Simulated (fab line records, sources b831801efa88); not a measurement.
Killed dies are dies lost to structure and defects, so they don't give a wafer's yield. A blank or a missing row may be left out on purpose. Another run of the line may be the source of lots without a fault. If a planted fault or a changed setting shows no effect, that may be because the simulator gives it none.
8D (eight disciplines) problem report, filled in by code	flow gf180mcu	the parts of the form that need people (team, actions taken, sign-off) are left out

== 1. THE ISSUE ==
beam-energy-keV at GF_DNWELL_IMPLANT_07 reads a mean of 1407.2 on 6 wafers of 2 lots; wafers without a fault read 1500.2 with a standard deviation of 0.43. So: -99 or more standard deviations from the usual mean.
First seen on wafer L481.2, day 5 11:22, on implanter-03. The record holds 18 wafers of 6 lots with a number at this step. Rule for "out", or "out of limits": more than 4 standard deviations from the usual mean. All remaining wafers that have a number are taken as sound.

== 2. WHAT IT IS AND WHAT IT IS NOT ==
question	is	is not
which readings at this step	beam-energy-keV	tilt-deg
which lots	L481, L482	L473, L479, L483, L487
which wafers of those lots	all that have a number	-
read on which tools	implanter-03	implanter-02, implanter-04
when	from day 5 11:22	up to then (6 sound wafers); but 6 sound wafers of L483, L487 came after

== 3. SUSPECTS, AND WHAT RULES EACH OUT ==
Counting: a tool stays on the suspect list if, at a process step up to the reading, it processed all lots that are out and no sound lot following the first of them.
- implanter-03 at GF_DNWELL_IMPLANT_07: kept. It ran every lot that is out, first L481 (day 5 11:22), and no sound lot after that; its last sound lot up to then is L473 (day 3 14:31). Its own beam-energy-keV readings are out on those wafers.
After counting, what remains is implanter-03 at GF_DNWELL_IMPLANT_07.

== 4. THE CAUSE (what the simulator had put in) ==
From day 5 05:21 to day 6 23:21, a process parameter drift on implanter-03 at GF_DNWELL_IMPLANT_07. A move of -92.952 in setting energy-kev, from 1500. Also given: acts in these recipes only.
After counting, this tool was the only one left.

== 5. THE CHAIN OF EFFECTS, in route order ==
Each row: a reading whose mean over the struck wafers that have a number lies more than 3 standard deviations from the usual. Readings are gone through only where the record gives a usual standard deviation; hours: the median, over the lots, of the time from a lot's start at the first step in this table giving one to that lot's start at this step; sigmas: the change measured in usual standard deviations.
hours	step	reading	usual	on struck wafers	change	sigmas
0	GF_DNWELL_IMPLANT_07	beam-energy-keV	1500.2	1407.2	-93.0	-99 or more
The process steps in it:
- GF_DNWELL_IMPLANT_07

== 6. WHAT WOULD HAVE CAUGHT IT SOONER ==
In this record no reading fell out of limits until day 5 11:22, 6 hours after the fault had begun at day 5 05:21.
